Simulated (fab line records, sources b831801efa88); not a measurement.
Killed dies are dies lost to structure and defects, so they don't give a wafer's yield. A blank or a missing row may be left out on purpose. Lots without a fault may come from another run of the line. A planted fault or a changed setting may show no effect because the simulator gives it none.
A struck lot beside a sound one | flow sky130 | 16 steps out of a route of 708
Sound: wafers L521.3, L521.4, L521.6. Struck: wafer L528.4. (L528.1 of the same lot was not struck and is left out.) The cause comes at the end.
At each step with rows: each side's tool, then ch and its chambers, then its first start. Under that, the readings that differ: sound wafers | struck wafers | difference of the means | sigmas: that difference in standard deviations of wafers without a fault.
alike: readings whose means differ by less than 2 such deviations, and words and numbers that are the same on both sides. not compared: withheld readings, readings that some wafer has no value for, bounds like >300 that may hide the same value, and numbers for which the record gives no deviation and whose values overlap.
The two part at a step that has a row with sigmas, a row that says differs or no value, or rows on one side only. Numbers that don't overlap but have no deviation are shown without sigmas and don't part them. A reading that every wafer of one side lacks parts them only if that side has two wafers or more.

SKY_VT_ADJUST_HVTP_OVL_MEAS_08:
  sound on overlay-02, day 6 23:17; struck on overlay-02, day 9 06:17
  alike: VT_ADJUST_HVTP_OVL
then, 1 step without rows for these wafers: SKY_VT_ADJUST_HVTP_IMPLANT_09.
SKY_VT_ADJUST_HVTP_STRIP_10: strips in O2/N2.
  sound on plasma_asher-04 ch 0,1, day 6 23:30; struck on plasma_asher-02 ch 1, day 9 06:28
  reading                     | sound       | struck | difference | sigmas
  drypump_motor_current_A (A) | 5.8 5.9 5.8 | 4.7    | -1.1       | -3
  alike: oes_product_au, strip_time_to_endpoint_s
  not compared: rf_hours_counter_h
SKY_VT_ADJUST_HVTP_TW_MEAS_11:
  sound on film_metro-03, day 6 23:35; struck on film_metro-03, day 9 06:34
  alike: VT_ADJUST_HVTP_TW
then, 7 steps without rows for these wafers: SKY_VT_ADJUST_LVTN_DEHYDRATE_00 (time 60 s); SKY_VT_ADJUST_LVTN_HMDS_01 (prime time 60 s); SKY_VT_ADJUST_LVTN_COAT_02 (resist thk 3000 nm); SKY_VT_ADJUST_LVTN_SOFTBAKE_03; SKY_VT_ADJUST_LVTN_EXPOSE_04 (exposes mask NWM COMPLEMENT LESS NATIVE, target cd 840 nm); SKY_VT_ADJUST_LVTN_PEB_05; SKY_VT_ADJUST_LVTN_DEVELOP_06 (develop time 60 s).
SKY_VT_ADJUST_LVTN_OVL_MEAS_07:
  sound on overlay-01, day 7 19:49; struck on overlay-02, day 10 04:10
  alike: VT_ADJUST_LVTN_OVL
SKY_VT_ADJUST_LVTN_IMPLANT_08:
  sound on implanter-01 ch 0, day 7 19:53; struck on implanter-01 ch 0, day 10 04:13
SKY_VT_ADJUST_LVTN_STRIP_09: strips in O2/N2.
  sound on plasma_asher-01 ch 0,1, day 7 20:02; struck on plasma_asher-03 ch 0, day 10 04:22
  reading                     | sound       | struck | difference | sigmas
  drypump_motor_current_A (A) | 5.3 5.4 5.4 | 6.2    | +0.8       | +3
  alike: oes_product_au, strip_time_to_endpoint_s
  not compared: rf_hours_counter_h
SKY_VT_ADJUST_LVTN_TW_MEAS_10:
  sound on film_metro-01, day 7 20:07; struck on film_metro-04, day 10 04:41
  reading           | sound             | struck | difference | sigmas
  VT_ADJUST_LVTN_TW | 242.5 243.7 243.1 | 217.1  | -26.0      | -22
  not compared: hold
-- the record jumps here: 39 days lie between the struck wafers' starts before and after (it left off in module VT_ADJUST_LVTN and takes up again in module PAD_OPEN, whose first step shown is number 708 of the route) --
SKY_PAD_OPEN_PROBE_99:
  sound on prober-01, day 46 11:05; struck on prober-02, day 48 23:44
  reading                                           | sound                | struck | difference | sigmas
  killed_open                                       | 43 44 57             | 30     | -18        | -2
  model.etest.nfet_01v8.drive_ua_um_range           | 8.236 5.605 10.24    | 19.83  | +11.80     |
  model.etest.nfet_01v8.drive_ua_um_rim_less_centre | 1.442 -1.692 1.312   | -5.328 | -5.682     |
  model.etest.nfet_01v8_turned.off_log10_a_um       | -13.44 -13.42 -13.4  | -13.23 | +0.19      |
  model.etest.nfet_01v8_swapped.off_log10_a_um      | -13.39 -13.36 -13.43 | -13.26 | +0.13      |
  model.etest.nfet_01v8_lvt.vt_sat_v (V)            | 0.544 0.5423 0.5324  | 0.5091 | -0.0305    |
  model.etest.nfet_01v8_turned.vt_sat_v (V)         | 0.6582 0.6559 0.6506 | 0.6324 | -0.0225    |
  model.etest.nfet_01v8_lvt.vt_v (V)                | 0.6166 0.6159 0.606  | 0.5961 | -0.0167    |
  model.etest.nfet_01v8_swapped.vt_sat_v (V)        | 0.6594 0.6504 0.6492 | 0.6322 | -0.0208    |
  alike: killed_at_M0_to_M3, killed_at_M4_up, killed_at_contacts, killed_at_front_end, killed_at_other, killed_dies, killed_short

WHERE THEY PART
First at SKY_VT_ADJUST_HVTP_STRIP_10; last, within this record, at SKY_PAD_OPEN_PROBE_99.

WHY: what the simulator had put in
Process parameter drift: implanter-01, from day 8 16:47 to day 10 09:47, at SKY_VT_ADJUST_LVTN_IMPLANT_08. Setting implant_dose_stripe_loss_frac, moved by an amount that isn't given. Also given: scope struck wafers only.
